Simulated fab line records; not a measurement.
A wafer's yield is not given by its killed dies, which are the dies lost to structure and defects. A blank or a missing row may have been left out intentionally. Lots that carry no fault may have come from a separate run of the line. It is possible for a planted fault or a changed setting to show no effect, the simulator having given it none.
A lot that was struck, set against a sound lot	flow sfq line	37 steps out of a route of 325
Sound: the wafers L857.2, L857.3, L857.4. Struck: wafers L863.2, L863.4 (left out: L863.3, a lot-mate that was not struck); the cause follows at the end.
Per side, at each step with rows, come the tool, then ch with its chambers, and then its first start. Under that, the readings that differ: sound wafers	struck wafers	difference of the means	sigmas: that difference in standard deviations of wafers without a fault.
alike: same words and numbers on both sides, and readings whose means sit less than 2 such deviations apart. not compared: any withheld reading, any reading some wafer has no value for, any bound like >300 that may hide the same value, and any number with overlapping values for which the record gives no deviation.
A row with sigmas, a row that says differs or no value, or rows on one side alone: a step with any of these is where the two part. Numbers that have no deviation but don't overlap get no sigmas and don't part them. A reading that every wafer of one side lacks parts them only if that side has two wafers or more.

SFQ_R5_THK_MEAS_934: measures by xrf.
  struck on film metro-01, day 55 15:24; sound on film metro-03, day 53 08:10
  alike: R5_MONX_THK
then, 6 steps without rows for these wafers: SFQ_TRILAYER_R5_LITHO_COAT_141 (resist thk 62 nm); SFQ_TRILAYER_R5_LITHO_COAT_136 (resist thk 600 nm); SFQ_TRILAYER_R5_LITHO_SOFTBAKE_140; SFQ_TRILAYER_R5_LITHO_EXPOSE_137 (exposes mask R5, target cd 500 nm); SFQ_TRILAYER_R5_LITHO_PEB_139 (peb time 60 s); SFQ_TRILAYER_R5_LITHO_DEVELOP_138 (time 60 s).
-- the record jumps here: 6 days lie between the struck wafers' starts before and after --
SFQ_R5_OVL_MEAS_935:
  struck on overlay-01, day 61 19:59; sound on overlay-02, day 59 10:52
  alike: R5_OVL
then, 1 step without rows for these wafers: SFQ_TRILAYER_R5_BARC_OPEN_METAL_ETCH_177 (etches BARC in O2, target depth 125 nm, time 41.7 s).
SFQ_TRILAYER_R5_ETCH_METAL_ETCH_139: etches the open film in Cl2, stops on SiO2, target depth 60 nm, time 40 s.
  sound on rie metal-03 ch 0,1, day 59 10:58; struck on rie metal-03 ch 1, day 61 20:09
  alike: drypump motor current A, oes product au
  not compared: rf hours counter h
then, 2 steps without rows for these wafers: SFQ_TRILAYER_R5_STRIP_STRIP_140 (strips in O2); SFQ_TRILAYER_R5_STRIP_SOLV_CLEAN_141 (cleans in NMP, time 600 s).
SFQ_TRILAYER_A5C_DEP_PECVD_142: deposits SiO2 from SiH4/N2O, time 15.556 s, target thk 70 nm.
  sound on pecvd-01 ch 0,1, day 59 11:47; struck on pecvd-02 ch 0,2, day 61 21:38
reading	sound	struck	difference	sigmas
model.SiO2_of_TRILAYER_A5C_DEP_PECVD_142.thk nm (nm)	69.83 70.31 70.44	73.86 74.7	+4.09	
  alike: heater power w, susceptor temp C, throttle valve pct
  not compared: since wet clean h
then, 6 steps without rows for these wafers: SFQ_TRILAYER_I5_LITHO_COAT_149 (resist thk 62 nm); SFQ_TRILAYER_I5_LITHO_COAT_144 (resist thk 650 nm); SFQ_TRILAYER_I5_LITHO_SOFTBAKE_148; SFQ_TRILAYER_I5_LITHO_EXPOSE_145 (exposes mask I5, target cd 700 nm); SFQ_TRILAYER_I5_LITHO_PEB_147 (peb time 60 s); SFQ_TRILAYER_I5_LITHO_DEVELOP_146 (time 60 s).
-- the record jumps here: 5 days lie between the struck wafers' starts before and after --
SFQ_I5_OVL_MEAS_936:
  struck on overlay-02, day 67 00:33; sound on overlay-01, day 65 06:26
  alike: I5_OVL
SFQ_TRILAYER_I5_BARC_OPEN_VIA_ETCH_200: etches BARC in O2, target depth 125 nm, time 41.7 s.
  sound on rie diel-02 ch 0,1,2, day 65 06:28; struck on rie diel-01 ch 0,3, day 67 00:35
  alike: drypump motor current A, oes product au
  not compared: rf hours counter h
SFQ_TRILAYER_I5_ETCH_VIA_ETCH_147: etches the open film in CHF3, stops on Nb, target depth 360 nm.
  sound on rie diel-02 ch 0,1,2, day 65 06:30; struck on rie diel-01 ch 0,3, day 67 00:37
  alike: drypump motor current A, oes product au
then, 8 steps without rows for these wafers: SFQ_TRILAYER_I5_STRIP_STRIP_148 (strips in O2); SFQ_TRILAYER_I5_STRIP_SOLV_CLEAN_149 (cleans in NMP, time 600 s); SFQ_TRILAYER_C5_LITHO_COAT_156 (resist thk 62 nm); SFQ_TRILAYER_C5_LITHO_COAT_151 (resist thk 650 nm); SFQ_TRILAYER_C5_LITHO_SOFTBAKE_155; SFQ_TRILAYER_C5_LITHO_EXPOSE_152 (exposes mask C5, target cd 500 nm); SFQ_TRILAYER_C5_LITHO_PEB_154 (peb time 60 s); SFQ_TRILAYER_C5_LITHO_DEVELOP_153 (time 60 s).
-- the record jumps here: 5 days lie between the struck wafers' starts before and after --
SFQ_C5_OVL_MEAS_937:
  struck on overlay-02, day 72 03:08; sound on overlay-01, day 70 10:07
  alike: C5_OVL
SFQ_TRILAYER_C5_BARC_OPEN_VIA_ETCH_210: etches BARC in O2, target depth 125 nm, time 41.7 s.
  sound on rie diel-04 ch 0,2,3, day 70 10:08; struck on rie diel-02 ch 0,3, day 72 03:10
  alike: drypump motor current A, oes product au
  not compared: rf hours counter h
SFQ_TRILAYER_C5_ETCH_VIA_ETCH_154: etches SiO2 in CHF3, stops on Nb, target depth 84 nm.
  sound on rie diel-04 ch 0,2,3, day 70 10:11; struck on rie diel-02 ch 0,3, day 72 03:12
reading	sound	struck	difference	sigmas
oes product au (a.u.)	0.894 0.898 0.905	0.922 0.927	+0.026	+3
model.etch.depth nm (nm)	69.83 70.31 70.44	73.86 74.7	+4.09	
model.C5.feature depth nm (nm)	69.83 70.31 70.44	73.86 74.7	+4.09	
  alike: drypump motor current A
SFQ_TRILAYER_C5_STRIP_STRIP_155: strips in O2.
  sound on rie metal-01 ch 0,1, day 70 10:14; struck on rie metal-03 ch 0, day 72 03:15
  alike: drypump motor current A, oes product au
  not compared: rf hours counter h
then, 1 step without rows for these wafers: SFQ_TRILAYER_C5_STRIP_SOLV_CLEAN_156 (cleans in NMP, time 600 s).
SFQ_TRILAYER_M6_DEP_PRE_CLEAN_158: time 22.5 s.
  struck on pvd sputter-05, day 72 04:01; sound on pvd sputter-05, day 70 11:11
reading	sound	struck	difference	sigmas
model.SiO2_of_TRILAYER_A5C_DEP_PECVD_142.thk nm (nm)	62.34 62.81 62.94	66.36 67.2	+4.08	
then, 1 step without rows for these wafers: SFQ_TRILAYER_M6_DEP_SPUTTER_157 (material Nb, target thk 200 nm, time 133.3 s).

== WHERE THEY PART ==
Only at SFQ_TRILAYER_C5_ETCH_VIA_ETCH_154, within this record. Later steps at which nothing parts them and some readings are alike: SFQ_TRILAYER_C5_STRIP_STRIP_155.

WHY: the cause the simulator had injected
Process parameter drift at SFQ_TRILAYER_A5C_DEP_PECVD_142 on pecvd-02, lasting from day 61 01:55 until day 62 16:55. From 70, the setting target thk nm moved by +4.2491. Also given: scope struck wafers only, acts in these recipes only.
